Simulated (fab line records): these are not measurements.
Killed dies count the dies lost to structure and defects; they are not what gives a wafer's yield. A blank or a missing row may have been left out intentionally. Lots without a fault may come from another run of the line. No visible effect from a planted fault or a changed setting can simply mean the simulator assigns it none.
A lot that was struck, set against a sound lot    flow sky130    28 out of 708 route steps
Sound: the wafers L341.4, L341.5, L341.6. Wafers L354.3, L354.4, L354.5 were the ones struck. The cause is named last.
Order at every step that has rows: each side's tool, ch and its chambers, its first start. Under that, the readings that differ: sound wafers    struck wafers    difference of the means    sigmas: that difference in standard deviations of wafers without a fault.
alike: a reading whose means differ by less than 2 such deviations, as well as words and numbers matching on both sides. not compared: withheld readings; readings where some wafer has no value; bounds like >300 that might hide an equal value; numbers whose values overlap and for which the record gives no deviation.
A row with sigmas, a row that says differs or no value, or rows on one side alone: a step with any of these is where the two part. Numbers that don't overlap but have no deviation are shown without sigmas and don't part them. Lack of a reading on every wafer of one side parts them only where that side has two or more wafers.

first, 1 step without rows for these wafers: SKY_VT_ADJUST_HVTR_IMPLANT_09.
SKY_VT_ADJUST_HVTR_STRIP_10: strips in O2/N2.
  sound on plasma_asher-04 ch 0,1, day 10 03:00; struck on plasma_asher-02 ch 0,1, day 14 04:25
reading              sound              struck             difference  sigmas
n2_flow_sccm (sccm)  299.3 299.7 299.4  301.1 300.7 301.8  +1.7        +2
  alike: chamber_pressure_mTorr, drypump_motor_current_A, oes_product_au, strip_time_to_endpoint_s
  not compared: rf_hours_counter_h
SKY_VT_ADJUST_HVTR_TW_MEAS_11:
  sound on film_metro-01 at day 10 03:06; struck on film_metro-04 at day 14 04:29
  alike: VT_ADJUST_HVTR_TW
then, 7 steps without rows for these wafers: SKY_VT_ADJUST_PCH_DEHYDRATE_00 (time 60 s); SKY_VT_ADJUST_PCH_HMDS_01 (prime time 60 s); SKY_VT_ADJUST_PCH_COAT_02 (resist thk 3000 nm); SKY_VT_ADJUST_PCH_SOFTBAKE_03; SKY_VT_ADJUST_PCH_EXPOSE_04 (exposes mask NWM, target cd 840 nm); SKY_VT_ADJUST_PCH_PEB_05; SKY_VT_ADJUST_PCH_DEVELOP_06 (develop time 60 s).
SKY_VT_ADJUST_PCH_OVL_MEAS_07:
  sound on overlay-01 at day 11 01:08; struck on overlay-02 at day 15 06:55
  alike: VT_ADJUST_PCH_OVL
next, for these wafers, 1 step has no rows: SKY_VT_ADJUST_PCH_IMPLANT_08.
SKY_VT_ADJUST_PCH_STRIP_09: strips in O2/N2.
  sound on plasma_asher-04 ch 0,1, day 11 01:20; struck on plasma_asher-04 ch 0,1, day 15 07:08
  no value came back on the struck wafers for any of 6 readings (chamber_pressure_mTorr (mTorr), drypump_motor_current_A (A) and others); on the sound wafers chamber_pressure_mTorr (mTorr) reads 1501.4 1499.0 1499.3
reading                                          sound  struck          difference  sigmas
model.coat_of_VT_ADJUST_PCH_COAT_02.thk_nm (nm)  0 0 0  2991 2985 2995  +2990       
  not compared: rf_hours_counter_h
SKY_VT_ADJUST_PCH_TW_MEAS_10:
  sound on film_metro-03 at day 11 01:26; struck on film_metro-03 at day 15 07:13
  alike: VT_ADJUST_PCH_TW
then, 7 steps without rows for these wafers: SKY_SONOS_TUNNEL_DEHYDRATE_00 (time 60 s); SKY_SONOS_TUNNEL_HMDS_01 (prime time 60 s); SKY_SONOS_TUNNEL_COAT_02 (resist thk 1140 nm); SKY_SONOS_TUNNEL_SOFTBAKE_03 (time 60 s); SKY_SONOS_TUNNEL_EXPOSE_04 (exposes mask TUNM, target cd 410 nm); SKY_SONOS_TUNNEL_PEB_05; SKY_SONOS_TUNNEL_DEVELOP_06 (develop time 60 s).
SKY_SONOS_TUNNEL_CD_MEAS_07: target cd 410 nm.
  sound on cd_sem-01 at day 12 00:38; struck on cd_sem-01 at day 16 11:33
  alike: cd_nm
SKY_SONOS_TUNNEL_OVL_MEAS_08:
  sound on overlay-01 at day 12 00:43; struck on overlay-02 at day 16 11:38
  alike: SONOS_TUNNEL_OVL
then, 2 steps without rows for these wafers: SKY_SONOS_TUNNEL_IMPLANT_09; SKY_SONOS_TUNNEL_WET_ETCH_10 (etches SiO2 in dHF, target depth 14 nm, time 280 s).
SKY_SONOS_TUNNEL_STRIP_11: strips in SPM, time 600 s.
  sound on wet_bench-03 ch 3, day 12 00:58; struck on wet_bench-04 ch 3, day 16 11:55
reading                                            sound  struck          difference  sigmas
model.NOVOLAK_of_SONOS_TUNNEL_COAT_02.thk_nm (nm)  0 0 0  1141 1141 1140  +1141       
  alike: bath_guard_temp_C, bath_heat_duty_pct
SKY_SONOS_TUNNEL_TW_MEAS_12:
  sound on film_metro-03 at day 12 01:13; struck on film_metro-01 at day 16 12:20
reading          sound              struck          difference  sigmas
SONOS_TUNNEL_TW  198.0 198.0 197.5  30.0 30.2 30.1  -167.7      -99 or more
  not compared: hold
next, for these wafers, 1 step has no rows: SKY_PAD_OPEN_PROBE_99.

WHERE THEY PART
First at SKY_VT_ADJUST_HVTR_STRIP_10; last, within this record, at SKY_SONOS_TUNNEL_TW_MEAS_12.

WHY: the cause the simulator had injected
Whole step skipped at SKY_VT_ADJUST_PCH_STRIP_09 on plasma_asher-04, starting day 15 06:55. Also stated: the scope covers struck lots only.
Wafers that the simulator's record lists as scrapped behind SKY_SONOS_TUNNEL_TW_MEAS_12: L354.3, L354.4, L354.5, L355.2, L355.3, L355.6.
